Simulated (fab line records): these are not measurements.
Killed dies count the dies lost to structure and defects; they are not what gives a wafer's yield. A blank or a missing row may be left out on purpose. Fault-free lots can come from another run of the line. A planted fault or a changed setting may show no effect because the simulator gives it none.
The tool behind it: which one? -- flow sky130 -- 30 wafers from 10 lots sampled at 5 of the route's 708 steps

WHAT THE GAUGES READ, wafer by wafer
SKY_SPACER_THK_MEAS_01. Usual: SPACER_CVD_00_THK typically reads 43.0 nm, with standard deviation 0.4.
lot,measured,on,SPACER_CVD_00_THK (nm),flag
L591,day 23 18:01,film metro-01,42.7 42.2 42.5,
L595,day 25 12:04,film metro-02,43.6 43.5 43.5,
L598,day 26 03:22,film metro-01,43.3 42.8 43.0,
L601,day 27 03:55,film metro-01,42.8 43.0 42.5,
L604,day 27 21:25,film metro-01,42.4 42.5 42.3,
L607,day 29 02:32,film metro-02,42.4 42.1 42.5,
L608,day 29 08:56,film metro-03,43.3 42.8 43.1,
L609,day 30 00:38,film metro-01,48.8 48.7 48.8 48.8 48.7 48.7,OFF
L610,day 30 02:53,film metro-03,48.4 48.2 48.5 48.4 48.2 48.5,OFF
L611,day 30 06:30,film metro-01,48.4 49.0 48.4 48.5 49.1 48.4,OFF

SKY_CONTACT_OVL_MEAS_15. Usual: CONTACT_OVL typically reads -1 nm, with standard deviation 5.3.
lot,measured,on,CONTACT_OVL (nm),flag
L591,day 32 09:51,overlay-02,6 -4 0,
L595,day 33 21:57,overlay-01,-5 -5 -7,
L598,day 34 12:16,overlay-01,-4 -8 -10,
L601,day 35 10:29,overlay-01,4 -5 2,
L604,day 36 02:35,overlay-01,0 4 2,
L607,day 37 03:55,overlay-02,4 0 2,
L608,day 37 09:08,overlay-01,-5 3 -4,
L609,day 38 01:13,overlay-01,3 7 6,
L610,day 38 02:38,overlay-01,3 4 3,
L611,day 38 05:25,overlay-01,-3 3 1,

EACH LOT AND THE TOOL THAT RAN IT (in order: tool; ch and the chambers of the sampled wafers; start)
lot,SKY_SPACER_CVD_00,SKY_SPACER_ETCHBACK_02,SKY_LOCAL_INTERCONNECT_ETCH_13
L591,"lpcvd-02 ch 0, day 23 16:12","rie diel-01 ch 0,2, day 23 18:04","rie metal-03 ch 0,1, day 31 05:02"
L595,"lpcvd-02 ch 1, day 25 10:51","rie diel-03 ch 0,2, day 25 12:07","rie metal-03 ch 1, day 32 17:19"
L598,"lpcvd-02 ch 1, day 26 02:09","rie diel-02 ch 2,3, day 26 03:25","rie metal-01 ch 0,1, day 33 08:02"
L601,"lpcvd-02 ch 0, day 27 02:42","rie diel-01 ch 1,2,3, day 27 03:58","rie metal-04 ch 1, day 34 06:32"
L604,"lpcvd-02 ch 0, day 27 20:11","rie diel-02 ch 0,3, day 27 21:27","rie metal-04 ch 0, day 34 23:05"
L607,"lpcvd-02 ch 0, day 29 01:19","rie diel-03 ch 1,2, day 29 02:35","rie metal-03 ch 0,1, day 36 00:31"
L608,"lpcvd-02 ch 0, day 29 07:43","rie diel-01 ch 1,3, day 29 08:59","rie metal-04 ch 0,1, day 36 06:19"
L609,"lpcvd-02 ch 1, day 29 23:25","rie diel-02 ch 1,2,3, day 30 05:43","rie metal-03 ch 0,1, day 36 22:05"
L610,"lpcvd-02 ch 0, day 30 01:40","rie diel-01 ch 0,2,3, day 30 05:53","rie metal-03 ch 1, day 36 23:40"
L611,"lpcvd-02 ch 0, day 30 05:17","rie diel-03 ch 0,2,3, day 30 09:54","rie metal-01 ch 0,1, day 37 02:04"
- SKY_SPACER_CVD_00: deposits Si3N4 from DCS/NH3, target thk 43.1 nm, time 740 s.
- SKY_SPACER_ETCHBACK_02: etches Si3N4 in CH3F/O2, stops on SiO2, time 46.7 s, target depth 45 nm.
- SKY_LOCAL_INTERCONNECT_ETCH_13: etches BARC in N2/H2, stops on SiO2, time 45.9 s, target depth 60 nm.

AS READ BY THE TOOLS THEMSELVES (means over the sampled wafers that have a number; for cases with no such wafer, the mark the record gives instead)
SKY_SPACER_CVD_00. Usual: spike tc upper C 770.5 C, standard deviation 1.2; zone power lower pct 14.1 %, standard deviation 0.3.
lot,tool,spike tc upper C (C),zone power lower pct (%),flag
L591,lpcvd-02,770.8,14.2,
L595,lpcvd-02,770.0,13.8,
L598,lpcvd-02,769.0,13.8,
L601,lpcvd-02,770.6,14.2,
L604,lpcvd-02,771.5,14.2,
L607,lpcvd-02,770.5,14.2,
L608,lpcvd-02,770.6,14.2,
L609,lpcvd-02,768.7,13.8,
L610,lpcvd-02,772.0,14.4,
L611,lpcvd-02,770.7,14.4,

SKY_SPACER_ETCHBACK_02. Usual: chamber pressure mTorr 24.998 mTorr, standard deviation 0.022; drypump motor current A 5.7 A, standard deviation 0.38; oes product au 0.853 a.u., standard deviation 0.006; throttle valve pct 10.561 %, standard deviation 0.0092.
lot,tool,chamber pressure mTorr (mTorr),drypump motor current A (A),oes product au (a.u.),throttle valve pct (%),flag
L591,rie diel-01,24.999,5.6,0.852,10.555,
L595,rie diel-03,24.984,5.5,0.860,10.560,
L598,rie diel-02,24.985,5.8,0.853,10.560,
L601,rie diel-01,25.009,5.9,0.851,10.569,
L604,rie diel-02,24.996,5.8,0.852,10.564,
L607,rie diel-03,25.004,5.3,0.845,10.563,
L608,rie diel-01,24.989,6.0,0.854,10.560,
L609,rie diel-02,25.014,5.5,0.917,10.577,OFF
L610,rie diel-01,25.005,5.8,0.911,10.574,OFF
L611,rie diel-03,24.979,5.8,0.915,10.577,OFF

SKY_LOCAL_INTERCONNECT_ETCH_13. Usual: chamber pressure mTorr 29.998 mTorr, standard deviation 0.029; drypump motor current A 5.5 A, standard deviation 0.5; oes product au 0.856 a.u., standard deviation 0.0045; throttle valve pct 13.227 %, standard deviation 0.0088.
lot,tool,chamber pressure mTorr (mTorr),drypump motor current A (A),oes product au (a.u.),throttle valve pct (%),flag
L591,rie metal-03,30.013,5.8,0.858,13.226,
L595,rie metal-03,30.003,6.2,0.859,13.231,
L598,rie metal-01,29.983,5.5,0.857,13.225,
L601,rie metal-04,30.019,5.4,0.854,13.232,
L604,rie metal-04,29.980,5.7,0.857,13.227,
L607,rie metal-03,29.976,5.8,0.852,13.226,
L608,rie metal-04,30.005,5.6,0.859,13.230,
L609,rie metal-03,30.006,5.5,0.857,13.228,
L610,rie metal-03,29.982,6.2,0.855,13.224,
L611,rie metal-01,30.004,5.2,0.851,13.229,

THE ANSWER, worked out from the rows above alone
Rule: a lot is off if the mean of its wafers that have a number lies more than 3 standard deviations from the usual mean. A lot without any number at a reading at which 4 lots or more have one is off too. Any other lot the step has rows for is counted as sound. Order of review: gauges by route order, followed by the tools' own readings, for which a lot's mean as printed above is used. The first step at which some lot is off is used, and at that step the reading that is off furthest; a lot without a number counts as furthest.
Off: L609, L610, L611, seen at SKY_SPACER_THK_MEAS_01 (SPACER_CVD_00_THK).
If a tool, at a process step before that reading, ran all the lots that are off and no sound lot after the first of them, it fits. The gauges at SKY_SPACER_THK_MEAS_01 aren't tried: what is off there is off at SKY_SPACER_ETCHBACK_02 too, on other tools, and a gauge's error can't cause that. One fits: SKY_SPACER_CVD_00 on lpcvd-02. Its last sound lot is L608 (day 29 07:43), its first lot that is off L609 (day 29 23:25): a fault that began between those two fits.

WHAT THE SIMULATOR HAD INSERTED
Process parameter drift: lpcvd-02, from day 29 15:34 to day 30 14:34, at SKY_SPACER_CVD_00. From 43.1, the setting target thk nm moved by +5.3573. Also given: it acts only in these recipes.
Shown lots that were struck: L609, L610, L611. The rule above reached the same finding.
